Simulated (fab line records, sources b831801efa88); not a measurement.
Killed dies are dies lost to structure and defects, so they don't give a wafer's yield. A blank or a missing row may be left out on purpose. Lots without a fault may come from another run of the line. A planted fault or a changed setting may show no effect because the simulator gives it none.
fab line records | flow gf180mcu
record lots=24 wafers=72 last_day=35
route steps=602 shown NWELL@52 V4@490 MIM@510 V5@542
lots that met no fault: from a run of the same line without faults
start_h: hours from the record's first day to the start of the lot's first wafer shown | wait_h: hours since the lot's step before | " the same as in the row above | L1.1+2: a row that stands for several wafers | - no value, or no start given | * or withheld: withheld | < > ~ a bound
route shown NAME@n: a module of which the file shows steps, and the number in the route of the first | usual: mean/standard deviation of fault-free wafers | same: alike in all rows | chamber/n: place in a boat | sites: the reading at each site | _std_site: their standard deviation | _edge_site: outer sites' mean less inner sites' | radius_mm: how far each site lies from the wafer's centre | mask NAME#n: copy n | behind: the tool/chamber that last shaped the wafer | hold: why the lot was held/for how many hours/how that ended | device: the transistor (n, p or np) that didn't switch | end of line: the same wafers' tests at the end of the route | a step without rows: its recipe alone | killed: dies lost to structure and defects at the first sort, not the wafer's yield | map: a wafer's dies, x killed, . not, _ none there
set.NAME: the setting as run; set.NAME@STEP: as run at that earlier step | model.NAME: the simulator's own value behind a step, which no gauge read
steps of the route over a sample of lots; a table a step, a row a wafer
services: from which hour (start_h, from the record's first day; less than 0 if before it) a tool's chamber was out of use, for how many hours, and why
## steps
# step GF_NWELL_STRIP_10
# recipe chemistry=O2/N2 power_w=1400 pressure_mtorr=1500 platen_temp_c=250 o2_flow_sccm=3000 n2_flow_sccm=300 overash_fraction=0.5
# usual drypump_motor_current_A=5.6/0.32 heater_power_w=322/22 oes_product_au=0.722/0.005 strip_time_to_endpoint_s=36.94/0.094
# columns lot.wafer tool chamber start_h wait_h drypump_motor_current_A heater_power_w oes_product_au rf_hours_counter_h strip_time_to_endpoint_s
L074.2 plasma_asher-03 0 56.28 0.1 5.1 309 0.720 26 36.93
L074.4 " 0 " " 5.1 307 0.718 - 36.90
L074.6 " 0 " " 5.1 305 0.729 - 36.93
L075.2 plasma_asher-04 0 62.07 0.1 5.3 356 0.718 42 37.05
L075.3 " 0 " " 5.3 358 0.726 - 37.02
L075.5 " 0 " " 5.3 354 0.722 - 36.97
L076.1 plasma_asher-03 0 69.98 0.1 5.1 313 0.725 28 37.02
L076.3 " 1 " " 5.6 312 0.726 - 37.03
L076.5 " 1 " " 5.6 311 0.715 - 37.12
L077.1 plasma_asher-03 0 76.63 0.1 5.1 312 0.713 28 36.83
L077.5 " 0 " " 5.1 314 0.722 - 36.92
L077.6 " 1 " " 5.6 315 0.725 - 36.89
L078.2 plasma_asher-01 0 79.58 0.1 5.7 315 0.718 41 36.94
L078.3 " 0 " " 5.6 309 0.716 - 36.90
L078.5 " 0 " " 5.7 303 0.725 - 36.97
L079.1 plasma_asher-04 0 82.37 0.1 5.3 350 0.723 44 36.93
L079.2 " 1 " " 6.2 322 0.725 44 37.02
L079.4 " 0 " " 5.3 356 0.727 - 36.98
L080.1 plasma_asher-03 1 92.47 0.1 5.6 306 0.716 30 36.76
L080.2 " 0 " " 5.1 306 0.726 30 36.81
L080.4 " 1 " " 5.6 310 0.716 - 36.71
L081.1 plasma_asher-04 0 94.97 0.1 5.3 350 0.725 46 36.92
L081.2 " 1 " " 6.2 305 0.721 46 36.76
L081.5 " 0 " " 5.3 364 0.723 - 36.94
L082.1 plasma_asher-01 0 98.82 0.1 5.6 301 0.717 43 36.86
L082.4 " 0 " " 5.7 309 0.714 - 36.85
L082.5 " 1 " " 5.7 347 0.723 - 36.94
L083.3 plasma_asher-01 0 104.40 0.1 5.7 301 0.714 - 36.95
L083.4 " 1 " " 5.7 346 0.728 - 37.00
L083.6 " 0 " " 5.7 300 0.726 - 37.15
L084.1 plasma_asher-03 1 111.13 0.1 5.6 303 0.714 32 36.78
L084.4 " 0 " " 5.1 314 0.724 - 36.93
L084.6 " 0 " " 5.1 310 0.716 - 36.89
L085.2 plasma_asher-01 0 116.22 0.1 5.7 304 0.725 45 36.89
L085.3 " 0 " " 5.7 312 0.723 - 37.06
L085.4 " 1 " " 5.7 350 0.719 - 36.97
L086.2 plasma_asher-03 1 124.42 0.1 5.6 302 0.728 34 37.01
L086.4 " 0 " " 5.1 309 0.729 - 36.97
L086.5 " 0 " " 5.1 309 0.718 - 37.11
L087.3 plasma_asher-04 0 128.80 0.1 5.3 349 0.729 - 36.77
L087.4 " 1 " " 6.2 317 0.725 - 36.84
L087.6 " 0 " " 5.3 348 0.726 - 36.81
L088.1 plasma_asher-03 1 135.01 0.1 5.6 304 0.723 36 36.88
L088.2 " 0 " " 5.1 312 0.719 36 36.85
L088.4 " 0 " " 5.1 311 0.721 - 36.96
L089.3 plasma_asher-03 1 139.66 0.1 5.6 300 0.725 - 36.91
L089.4 " 0 " " 5.1 308 0.713 - 37.05
L089.5 " 1 " " 5.6 307 0.722 - 37.08
L090.3 plasma_asher-03 0 145.30 0.1 5.1 314 0.725 - 36.92
L090.4 " 1 " " 5.6 304 0.720 - 36.88
L090.5 " 0 " " 5.1 305 0.724 - 36.85
L091.2 plasma_asher-01 1 149.42 0.1 5.7 345 0.717 49 37.07
L091.4 " 0 " " 5.7 302 0.724 - 37.04
L091.6 " 1 " " 5.7 363 0.718 - 36.96
L092.1 plasma_asher-01 0 154.16 0.1 5.6 309 0.726 50 37.02
L092.2 " 1 " " 5.7 349 0.715 50 37.00
L092.6 " 0 " " 5.7 311 0.725 - 37.00
L093.1 plasma_asher-01 0 161.01 0.1 5.7 309 0.728 50 37.00
L093.2 " 1 " " 5.7 354 0.724 50 36.91
L093.6 " 0 " " 5.6 306 0.719 - 36.80
L094.2 plasma_asher-04 1 166.73 0.1 6.2 315 0.720 54 37.06
L094.5 " 1 " " 6.2 323 0.728 - 37.01
L094.6 " 0 " " 5.3 361 0.732 - 36.87
L095.3 plasma_asher-01 1 171.41 0.1 5.7 354 0.727 - 36.96
L095.5 " 1 " " 5.7 355 0.723 - 36.98
L095.6 " 0 " " 5.6 299 0.728 - 37.03
L096.3 plasma_asher-01 1 179.26 0.1 5.7 360 0.729 - 37.07
L096.4 " 0 " " 5.7 304 0.721 - 37.10
L096.5 " 0 " " 5.7 310 0.723 - 37.11
L097.1 plasma_asher-03 1 182.38 0.1 5.6 306 0.723 41 37.07
L097.3 " 0 " " 5.1 306 0.726 - 37.05
L097.4 " 1 " " 5.6 307 0.729 - 37.03
# step GF_V4_CD_MEAS_14
# recipe target_cd_nm=260
# usual cd_nm=259.9/1.2
# columns lot.wafer tool chamber start_h wait_h cd_nm
L074.2 cd_sem-01 - 572.83 0.1 259.3
L074.4 " - " " 259.4
L074.6 " - " " 259.4
L075.2 cd_sem-02 - 578.38 0.1 260.9
L075.3 " - " " 259.5
L075.5 " - " " 260.7
L076.1 cd_sem-02 - 589.88 0.1 259.8
L076.3 " - " " 260.1
L076.5 " - " " 261.2
L077.1 cd_sem-01 - 603.73 0.1 260.7
L077.5 " - " " 260.9
L077.6 " - " " 261.0
L078.2 cd_sem-01 - 605.68 0.1 257.9
L078.3 " - " " 258.0
L078.5 " - " " 257.3
L079.1 cd_sem-01 - 611.01 0.1 259.8
L079.2 " - " " 260.7
L079.4 " - " " 259.8
L080.1 cd_sem-02 - 628.23 0.1 260.5
L080.2 " - " " 262.0
L080.4 " - " " 262.4
L081.1 cd_sem-02 - 632.83 0.1 261.2
L081.2 " - " " 261.8
L081.5 " - " " 260.8
L082.1 cd_sem-01 - 635.48 0.1 261.1
L082.4 " - " " 262.3
L082.5 " - " " 261.2
L083.3 cd_sem-02 - 643.67 0.1 259.2
L083.4 " - " " 258.3
L083.6 " - " " 258.6
L084.1 cd_sem-02 - 651.18 0.1 261.0
L084.4 " - " " 259.5
L084.6 " - " " 260.8
L085.2 cd_sem-02 - 657.65 0.1 260.2
L085.3 " - " " 260.9
L085.4 " - " " 260.6
L086.2 cd_sem-01 - 666.73 0.1 260.7
L086.4 " - " " 259.9
L086.5 " - " " 259.7
L087.3 cd_sem-02 - 675.62 0.1 259.3
L087.4 " - " " 259.6
L087.6 " - " " 258.9
L088.1 cd_sem-01 - 684.73 0.1 259.0
L088.2 " - " " 259.5
L088.4 " - " " 259.7
L089.3 cd_sem-02 - 688.57 0.1 259.1
L089.4 " - " " 258.3
L089.5 " - " " 259.0
L091.2 cd_sem-02 - 704.28 0.1 258.3
L091.4 " - " " 258.7
L091.6 " - " " 259.7
L090.3 cd_sem-02 - 704.87 0.1 259.8
L090.4 " - " " 259.7
L090.5 " - " " 259.7
L092.1 cd_sem-01 - 709.48 0.1 259.6
L092.2 " - " " 258.9
L092.6 " - " " 260.0
L093.1 cd_sem-02 - 716.93 0.1 259.0
L093.2 " - " " 259.7
L093.6 " - " " 259.1
L095.3 cd_sem-01 - 726.47 0.1 260.5
L095.5 " - " " 259.2
L095.6 " - " " 261.6
L094.2 cd_sem-02 - 728.70 0.1 260.3
L094.5 " - " " 261.7
L094.6 " - " " 260.5
L096.3 cd_sem-01 - 733.47 0.1 258.6
L096.4 " - " " 258.0
L096.5 " - " " 259.3
L097.1 cd_sem-01 - 744.33 0.1 258.8
L097.3 " - " " 258.1
L097.4 " - " " 257.1
# step GF_V4_THK_MEAS_25
# recipe thk_meas_gauge=xrf reads=W_of_V4_CVD_23
# usual V4_W_THK=340/7.2
# columns lot.wafer tool chamber start_h wait_h V4_W_THK[nm]
L074.2 film_metro-04 - 573.97 0.1 336
L074.4 " - " " 341
L074.6 " - " " 339
L075.2 film_metro-04 - 579.56 0.1 330
L075.3 " - " " 340
L075.5 " - " " 336
L076.1 film_metro-04 - 591.43 0.1 341
L076.3 " - " " 330
L076.5 " - " " 328
L077.1 film_metro-04 - 604.91 0.1 339
L077.5 " - " " 340
L077.6 " - " " 330
L078.2 film_metro-02 - 606.82 0.1 338
L078.3 " - " " 326
L078.5 " - " " 340
L079.1 film_metro-02 - 612.20 0.1 342
L079.2 " - " " 347
L079.4 " - " " 349
L080.1 film_metro-04 - 629.50 0.1 341
L080.2 " - " " 338
L080.4 " - " " 336
L081.1 film_metro-02 - 633.98 0.1 343
L081.2 " - " " 346
L081.5 " - " " 343
L082.1 film_metro-04 - 636.63 0.1 341
L082.4 " - " " 338
L082.5 " - " " 342
L083.3 film_metro-02 - 644.86 0.1 330
L083.4 " - " " 340
L083.6 " - " " 333
L084.1 film_metro-02 - 652.33 0.1 354
L084.4 " - " " 352
L084.6 " - " " 355
L085.2 film_metro-02 - 658.80 0.1 350
L085.3 " - " " 352
L085.4 " - " " 356
L086.2 film_metro-02 - 667.87 0.1 338
L086.4 " - " " 336
L086.5 " - " " 340
L087.3 film_metro-04 - 676.78 0.1 342
L087.4 " - " " 340
L087.6 " - " " 342
L088.1 film_metro-04 - 685.91 0.1 328
L088.2 " - " " 332
L088.4 " - " " 329
L089.3 film_metro-02 - 689.74 0.1 332
L089.4 " - " " 331
L089.5 " - " " 334
L091.2 film_metro-02 - 705.42 0.1 335
L091.4 " - " " 342
L091.6 " - " " 337
L090.3 film_metro-02 - 706.00 0.1 337
L090.4 " - " " 335
L090.5 " - " " 342
L092.1 film_metro-02 - 710.64 0.1 349
L092.2 " - " " 348
L092.6 " - " " 350
L093.1 film_metro-02 - 718.19 0.1 340
L093.2 " - " " 338
L093.6 " - " " 342
L095.3 film_metro-02 - 727.60 0.1 354
L095.5 " - " " 349
L095.6 " - " " 348
L094.2 film_metro-02 - 729.84 0.1 331
L094.5 " - " " 338
L094.6 " - " " 340
L096.3 film_metro-04 - 734.60 0.1 336
L096.4 " - " " 335
L096.5 " - " " 331
L097.1 film_metro-04 - 745.52 0.1 331
L097.3 " - " " 332
L097.4 " - " " 329
# step GF_MIM_SPUTTER_07
# recipe material=TiN target_thk_nm=60 power_w=6500 time_s=50 chamber_pressure_pa=0.4
# usual cathode_dc_power_W=6500.1/1.1 throttle_valve_pct=30.3/0.82
# same time_s=50
# columns lot.wafer tool chamber start_h wait_h cathode_dc_power_W throttle_valve_pct
L074.2 pvd_sputter-03 - 576.34 0.0 6501.6 29.9
L074.4 " - " " 6499.1 31.9
L074.6 " - " " 6498.4 29.9
L075.2 pvd_sputter-01 - 580.22 0.0 6500.6 29.0
L075.3 " - " " 6500.4 30.3
L075.5 " - " " 6501.4 30.7
L076.1 pvd_sputter-04 - 592.24 0.1 6500.7 30.0
L076.3 " - " " 6497.3 29.4
L076.5 " - " " 6501.2 30.2
L077.1 pvd_sputter-04 - 605.77 0.1 6502.7 31.0
L077.5 " - " " 6501.1 29.1
L077.6 " - " " 6498.4 29.9
L078.2 pvd_sputter-03 - 607.48 0.0 6499.5 32.2
L078.3 " - " " 6499.2 30.5
L078.5 " - " " 6500.1 29.8
L079.1 pvd_sputter-04 - 612.87 0.1 6498.0 29.0
L079.2 " - " " 6500.4 30.1
L079.4 " - " " 6502.1 29.8
L080.1 pvd_sputter-01 - 630.18 0.1 6499.8 29.3
L080.2 " - " " 6501.2 30.6
L080.4 " - " " 6499.3 30.5
L081.1 pvd_sputter-03 - 634.65 0.1 6499.8 32.1
L081.2 " - " " 6499.0 30.6
L081.5 " - " " 6498.9 32.1
L082.1 pvd_sputter-01 - 637.30 0.1 6499.1 30.6
L082.4 " - " " 6500.5 29.0
L082.5 " - " " 6498.4 28.9
L083.3 pvd_sputter-01 - 645.52 0.0 6500.8 30.5
L083.4 " - " " 6499.8 30.2
L083.6 " - " " 6501.1 30.3
L084.1 pvd_sputter-03 - 653.00 0.1 6498.0 30.1
L084.4 " - " " 6500.6 30.0
L084.6 " - " " 6500.6 30.7
L085.2 pvd_sputter-03 - 659.47 0.0 6500.0 31.7
L085.3 " - " " 6497.9 30.1
L085.4 " - " " 6500.5 29.7
L086.2 pvd_sputter-03 - 668.64 0.0 6499.9 29.8
L086.4 " - " " 6499.3 30.4
L086.5 " - " " 6501.5 30.4
L087.3 pvd_sputter-01 - 677.53 0.0 6500.0 28.9
L087.4 " - " " 6500.0 30.3
L087.6 " - " " 6500.1 29.1
L088.1 pvd_sputter-01 - 686.58 0.1 6501.3 30.4
L088.2 " - " " 6500.7 30.3
L088.4 " - " " 6501.2 28.9
L089.3 pvd_sputter-01 - 690.61 0.0 6500.9 30.4
L089.4 " - " " 6499.6 30.4
L089.5 " - " " 6500.6 30.4
L091.2 pvd_sputter-01 - 706.08 0.0 6501.5 30.6
L091.4 " - " " 6500.5 28.8
L091.6 " - " " 6497.7 30.3
L090.3 pvd_sputter-03 - 706.66 0.0 6501.1 31.8
L090.4 " - " " 6500.3 30.4
L090.5 " - " " 6499.7 32.1
L092.1 pvd_sputter-03 - 711.43 0.1 6501.2 30.0
L092.2 " - " " 6501.2 32.0
L092.6 " - " " 6501.8 30.5
L093.1 pvd_sputter-03 - 718.86 0.1 6501.8 30.4
L093.2 " - " " 6502.1 30.2
L093.6 " - " " 6499.9 29.7
L095.3 pvd_sputter-03 - 728.25 0.0 6499.7 30.8
L095.5 " - " " 6500.9 31.8
L095.6 " - " " 6499.6 30.0
L094.2 pvd_sputter-04 - 730.51 0.0 6498.5 31.3
L094.5 " - " " 6500.6 30.0
L094.6 " - " " 6499.5 29.0
L096.3 pvd_sputter-04 - 735.25 0.0 6498.6 31.1
L096.4 " - " " 6500.3 30.0
L096.5 " - " " 6499.7 31.3
L097.1 pvd_sputter-01 - 746.22 0.1 6501.8 30.6
L097.3 " - " " 6499.6 29.2
L097.4 " - " " 6500.0 30.3
# step GF_V5_CVD_02
# recipe material=SiO2 target_thk_nm=1450 precursor=TEOS temp_c=400 time_s=163.28 rf_w=600
# usual heater_power_w=676/85
# same time_s=163.28
# columns lot.wafer tool chamber start_h wait_h heater_power_w
L074.2 pecvd-04 2 620.49 0.0 638
L074.4 " 2 " " 676
L074.6 " 0 " " 660
L075.2 pecvd-04 2 623.98 0.0 626
L075.3 " 1 " " 788
L075.5 " 2 " " 671
L076.1 pecvd-02 1 635.05 0.1 757
L076.3 " 0 " " 654
L076.5 " 1 " " 639
L077.1 pecvd-04 0 648.96 0.1 768
L077.5 " 2 " " 698
L077.6 " 0 " " 819
L078.2 pecvd-04 1 650.63 0.0 726
L078.3 " 0 " " 813
L078.5 " 1 " " 804
L079.1 pecvd-04 2 654.88 0.1 624
L079.2 " 1 " " 781
L079.4 " 0 " " 660
L080.1 pecvd-04 1 671.50 0.1 742
L080.2 " 2 " " 619
L080.4 " 0 " " 667
L081.1 pecvd-04 1 674.40 0.1 728
L081.2 " 2 " " 682
L081.5 " 0 " " 674
L082.1 pecvd-04 1 678.05 0.1 764
L082.4 " 1 " " 641
L082.5 " 0 " " 799
L083.3 pecvd-03 0 686.20 0.0 613
L083.4 " 0 " " 503
L083.6 " 2 " " 677
L084.1 pecvd-02 0 693.52 0.1 650
L084.4 " 0 " " 748
L084.6 " 1 " " 650
L085.2 pecvd-04 1 700.15 0.0 795
L085.3 " 0 " " 823
L085.4 " 0 " " 690
L086.2 pecvd-04 0 708.18 0.0 828
L086.4 " 0 " " 666
L086.5 " 2 " " 536
L087.3 pecvd-04 0 716.32 0.0 780
L087.4 " 2 " " 666
L087.6 " 1 " " 791
L088.1 pecvd-02 2 724.53 0.1 638
L088.2 " 0 " " 679
L088.4 " 1 " " 643
L089.3 pecvd-02 1 728.53 0.0 776
L089.4 " 2 " " 559
L089.5 " 0 " " 595
L091.2 pecvd-03 2 742.20 0.0 549
L091.4 " 2 " " 638
L091.6 " 1 " " 531
L090.3 pecvd-02 1 743.47 0.0 737
L090.4 " 0 " " 584
L090.5 " 2 " " 564
L092.1 pecvd-04 2 747.95 0.1 639
L092.2 " 1 " " 761
L092.6 " 0 " " 822
L093.1 pecvd-03 0 756.15 0.1 549
L093.2 " 1 " " 664
L093.6 " 0 " " 606
L095.3 pecvd-04 2 763.73 0.1 540
L095.5 " 1 " " 637
L095.6 " 2 " " 639
L094.2 pecvd-03 2 765.57 0.0 595
L094.5 " 1 " " 635
L094.6 " 2 " " 658
L096.3 pecvd-03 0 770.56 0.0 624
L096.4 " 1 " " 518
L096.5 " 2 " " 541
L097.1 pecvd-04 2 779.89 0.1 685
L097.3 " 0 " " 805
L097.4 " 0 " " 684
# step GF_V5_ETCH_17
# recipe chemistry=C4F8/O2/Ar mask_material=KrF target=SiO2 stop_on=TiN source_w=1500 bias_w=1200 pressure_mtorr=40 c4f8_flow_sccm=withheld O2_flow_sccm=6 Ar_flow_sccm=300 time_s=withheld target_depth_a=8550
# usual oes_product_au=0.860/0.0042
# columns lot.wafer tool chamber start_h wait_h oes_product_au
L074.2 rie_diel-02 0 - - 0.860
L074.4 " 1 " " 0.859
L074.6 " 1 " " 0.859
L075.2 rie_diel-01 2 - - 0.856
L075.3 " 0 " " 0.867
L075.5 " 3 " " 0.863
L076.1 rie_diel-02 0 - - 0.857
L076.3 " 1 " " 0.859
L076.5 " 1 " " 0.860
L077.1 rie_diel-04 1 - - 0.850
L077.5 " 0 " " 0.852
L077.6 " 1 " " 0.864
L078.2 rie_diel-01 2 - - 0.859
L078.3 " 3 " " 0.861
L078.5 " 0 " " 0.865
L079.1 rie_diel-02 2 - - 0.867
L079.2 " 0 " " 0.863
L079.4 " 3 " " 0.859
L080.1 rie_diel-04 0 - - 0.854
L080.2 " 2 " " 0.860
L080.4 " 1 " " 0.864
L081.1 rie_diel-01 2 - - 0.862
L081.2 " 0 " " 0.860
L081.5 " 1 " " 0.860
L082.1 rie_diel-04 0 - - 0.867
L082.4 " 1 " " 0.865
L082.5 " 0 " " 0.855
L083.3 rie_diel-04 0 - - 0.863
L083.4 " 1 " " 0.857
L083.6 " 2 " " 0.865
L084.1 rie_diel-02 3 - - 0.859
L084.4 " 1 " " 0.861
L084.6 " 1 " " 0.866
L085.2 rie_diel-04 0 - - 0.856
L085.3 " 1 " " 0.860
L085.4 " 0 " " 0.860
L086.2 rie_diel-01 0 - - 0.854
L086.4 " 3 " " 0.867
L086.5 " 0 " " 0.864
L087.3 rie_diel-04 1 - - 0.861
L087.4 " 2 " " 0.866
L087.6 " 0 " " 0.863
L088.1 rie_diel-01 2 - - 0.857
L088.2 " 1 " " 0.866
L088.4 " 3 " " 0.860
L089.3 rie_diel-01 0 - - 0.857
L089.4 " 1 " " 0.853
L089.5 " 0 " " 0.861
L091.2 rie_diel-04 2 - - 0.864
L091.4 " 1 " " 0.858
L091.6 " 3 " " 0.861
L090.3 rie_diel-02 0 - - 0.861
L090.4 " 1 " " 0.862
L090.5 " 3 " " 0.862
L092.1 rie_diel-04 0 - - 0.865
L092.2 " 3 " " 0.861
L092.6 " 1 " " 0.863
L093.1 rie_diel-01 0 - - 0.865
L093.2 " 1 " " 0.860
L093.6 " 2 " " 0.860
L095.3 rie_diel-04 2 - - 0.853
L095.5 " 1 " " 0.865
L095.6 " 0 " " 0.862
L094.2 rie_diel-04 2 - - 0.862
L094.5 " 2 " " 0.851
L094.6 " 1 " " 0.863
L096.3 rie_diel-01 2 - - 0.866
L096.4 " 3 " " 0.857
L096.5 " 2 " " 0.868
L097.1 rie_diel-04 0 - - 0.864
L097.3 " 1 " " 0.861
L097.4 " 3 " " 0.851
## services
# columns tool chamber start_h hours kind
rie_diel-04 3 44.86 1.7 repair
pecvd-04 - 154.33 0.3 repair
pecvd-04 - 160.62 14.0 pm
rie_diel-04 1 165.52 6.1 repair
pecvd-04 - 195.02 2.8 pm
rie_diel-04 0 203.08 90.4 repair
pecvd-04 0 343.79 2.4 repair
pecvd-04 - 371.69 4.3 pm
pecvd-04 - 379.98 0.6 repair
rie_diel-04 3 387.73 1.4 repair
rie_diel-04 3 390.68 21.7 repair
rie_diel-04 0 392.87 5.2 repair
rie_diel-04 1 432.71 10.8 repair
rie_diel-04 1 464.54 3.6 repair
rie_diel-04 2 482.76 3.2 repair
rie_diel-04 - 572.33 2.8 pm
pecvd-04 - 575.85 1.0 repair
rie_diel-04 3 588.83 9.8 repair
rie_diel-04 3 639.22 5.9 repair
rie_diel-04 2 643.73 11.2 repair
rie_diel-04 3 668.99 2.6 repair
rie_diel-04 3 713.76 11.6 repair
rie_diel-04 3 733.63 7.9 repair
pecvd-04 0 748.74 22.7 repair
## key
fault none
